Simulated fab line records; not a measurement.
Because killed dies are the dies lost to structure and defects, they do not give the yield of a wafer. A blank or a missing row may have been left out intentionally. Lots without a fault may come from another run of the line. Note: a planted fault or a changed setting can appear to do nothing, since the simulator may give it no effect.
A single fault, viewed from 2 desks || flow sky130 || each desk holds nothing but its own numbers, with what lay behind them at the end

THE TOOL OWNER'S DESK: hdpcvd-02
The tool's own readings at SKY_VIA4_HDPCVD_00 (deposits SiO2, target thk 1750 nm, time 291.7 s): means of the sampled wafers that have a number, for each lot that ran on this tool. Marked OUT: a lot whose mean sits more than 4 standard deviations from the usual mean, which makes it out of limits; the brackets give that distance.
Columns: A = run_length_s at SKY_VIA4_HDPCVD_00, usual 319.7 s
{"lot": "L847", "first seen here": "day 43 08:25", "A": 319.7}
{"lot": "L846", "first seen here": "day 43 11:02", "A": 319.2}
{"lot": "L848", "first seen here": "day 44 14:28", "A": 319.3}
{"lot": "L850", "first seen here": "day 45 02:34", "A": "346.4 (+40) OUT"}
This desk's finding: out of limits on L850; first on L850, day 45 02:34 (run_length_s at SKY_VIA4_HDPCVD_00). L847, L846, L848: within limits.

FROM THE METROLOGY DESK
What the gauges read for every lot (on any tool): the sampled wafers with a number, averaged. Marked OUT: a lot whose mean sits more than 4 standard deviations from the usual mean, which makes it out of limits; the brackets give that distance.
Columns: A = VIA4_HDPCVD_THK at SKY_VIA4_THK_MEAS_01, usual 1748 nm
{"lot": "L843", "first seen here": "day 42 08:44", "A": 1769}
{"lot": "L844", "first seen here": "day 42 11:36", "A": 1739}
{"lot": "L842", "first seen here": "day 42 13:02", "A": 1769}
{"lot": "L847", "first seen here": "day 43 08:35", "A": 1729}
{"lot": "L845", "first seen here": "day 43 09:58", "A": 1749}
{"lot": "L846", "first seen here": "day 43 11:13", "A": 1740}
{"lot": "L848", "first seen here": "day 44 14:38", "A": 1735}
{"lot": "L850", "first seen here": "day 45 02:46", "A": "1896 (+8.7) OUT"}
{"lot": "L858", "first seen here": "day 46 14:19", "A": 1746}
{"lot": "L859", "first seen here": "day 46 15:05", "A": 1745}
{"lot": "L860", "first seen here": "day 46 19:34", "A": 1745}
{"lot": "L861", "first seen here": "day 47 00:16", "A": 1723}
This desk's result: L850 out of limits, first on L850 (VIA4_HDPCVD_THK at SKY_VIA4_THK_MEAS_01), day 45 02:46. L843, L844, L842, L847, L845, L846, L848, L858, L859, L860, L861: within limits.

BROUGHT TOGETHER
The tool owner's desk had the chance to raise an alarm at day 45 02:34 on L850.
L850 would have let the metrology desk raise an alarm at day 45 02:46.
Every lot named ran SKY_VIA4_HDPCVD_00 on hdpcvd-02.

WHAT HAD BEEN PUT IN BY THE SIMULATOR
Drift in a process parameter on hdpcvd-02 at SKY_VIA4_HDPCVD_00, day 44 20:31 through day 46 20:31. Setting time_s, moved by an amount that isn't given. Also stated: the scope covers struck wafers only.
Lots struck among those shown: L850.
Fault start to first reading out of limits, in hours, per desk: tool owner, 6; metrology, 6.
